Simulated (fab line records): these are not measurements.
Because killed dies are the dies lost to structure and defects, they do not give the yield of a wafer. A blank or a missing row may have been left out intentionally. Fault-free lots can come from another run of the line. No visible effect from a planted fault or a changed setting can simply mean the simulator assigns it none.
The tool behind it: which one? -- flow gf180mcu -- Sampling: 11 lots, 33 wafers, 4 of 602 route steps

WHAT THE GAUGES READ, wafer by wafer
GF_V2_RS_MEAS_24: measurement is done with a four-point probe.
lot,measured,on,V2_W_RS (ohm/sq)
L858,day 20 15:19,film-metro-02,0.328 0.317 0.328
L860,day 21 13:04,film-metro-02,0.326 0.327 0.323
L862,day 22 02:18,film-metro-01,0.324 0.320 0.456
L864,day 22 19:32,film-metro-03,0.467 0.321 0.323
L866,day 23 11:31,film-metro-02,0.327 0.325 0.460
L869,day 24 05:22,film-metro-01,0.336 0.334 0.335
L873,day 25 21:47,film-metro-02,0.334 0.329 0.328
L874,day 26 21:31,film-metro-03,0.323 0.329 0.320
L876,day 27 08:01,film-metro-02,0.333 0.322 0.332
L878,day 27 17:30,film-metro-03,0.328 0.327 0.324
L880,day 28 11:37,film-metro-01,0.328 0.330 0.334

EACH LOT AND THE TOOL THAT RAN IT (in order: tool; ch and the chambers of the sampled wafers; start)
lot,GF_V2_CVD_02,GF_V2_CMP_04,GF_V2_CVD_23
L858,"pecvd-02 ch 0,1,2, day 19 14:34","cmp-02 ch 0,3, day 19 14:40","cvd-w-01 ch 0,1, day 20 15:10"
L860,"pecvd-02 ch 0,2, day 20 11:30","cmp-02 ch 0,3, day 20 11:41","cvd-w-01 ch 0,1, day 21 12:57"
L862,"pecvd-02 ch 1,2, day 21 01:33","cmp-02 ch 0,3, day 21 01:40","cvd-w-01 ch 0,1, day 22 02:10"
L864,"pecvd-04 ch 0,1,2, day 21 18:50","cmp-02 ch 0,2,3, day 21 18:58","cvd-w-01 ch 0,1, day 22 19:25"
L866,"pecvd-02 ch 0,1,2, day 22 11:09","cmp-01 ch 1,2, day 22 11:20","cvd-w-01 ch 1, day 23 11:23"
L869,"pecvd-04 ch 1,2, day 23 05:18","cmp-01 ch 0,1,2, day 23 05:29","cvd-w-02 ch 0,1, day 24 05:14"
L873,"pecvd-02 ch 0,1,2, day 24 23:23","cmp-01 ch 0,2, day 24 23:34","cvd-w-01 ch 1, day 25 21:40"
L874,"pecvd-03 ch 0,1, day 25 22:55","cmp-01 ch 1,2,3, day 25 23:08","cvd-w-01 ch 0,1, day 26 21:25"
L876,"pecvd-04 ch 1,2, day 26 09:01","cmp-02 ch 0,2,3, day 26 09:21","cvd-w-01 ch 0,1, day 27 07:54"
L878,"pecvd-04 ch 0,1,2, day 26 19:10","cmp-01 ch 0,3, day 26 19:17","cvd-w-01 ch 1, day 27 17:22"
L880,"pecvd-03 ch 0,1,2, day 27 14:46","cmp-02 ch 1,2,3, day 27 14:54","cvd-w-02 ch 0,1, day 28 11:31"
- GF_V2_CVD_02: deposits SiO2 from TEOS, target thk 850 nm, time 94.851 s.
- GF_V2_CMP_04: polishes SiO2.
- GF_V2_CVD_23: deposits W, target thk 350 nm, time 104.94 s.

THE ANSWER, worked out from the rows above alone
Rule: the lots themselves supply what counts as usual. Put in order of their means at a reading, lots are off if they are a third of the lots or fewer, leave a main group of 4 or more, and stand apart from it by a gap of 3 or more times the standard deviation of the main group's means; of several such gaps the widest counts. A main group whose means are all the same, to the digits that the tables above print for the reading, isn't used. Also off: a lot with no number at a reading for which 4 or more lots have one. Where the step has rows for the other lots, those lots are counted as sound.
Off: at GF_V2_RS_MEAS_24 (V2_W_RS), L862, L864, L866. Mean 0.328 ohm/sq and standard deviation 0.0036 in the main group.
A tool fits if, at a process step before that reading, it ran every lot that is off, and no sound lot after the first of them. Those tools and the gauges at GF_V2_RS_MEAS_24 are tried in the same way. No candidate that was tried fits.

WHAT THE SIMULATOR HAD INSERTED
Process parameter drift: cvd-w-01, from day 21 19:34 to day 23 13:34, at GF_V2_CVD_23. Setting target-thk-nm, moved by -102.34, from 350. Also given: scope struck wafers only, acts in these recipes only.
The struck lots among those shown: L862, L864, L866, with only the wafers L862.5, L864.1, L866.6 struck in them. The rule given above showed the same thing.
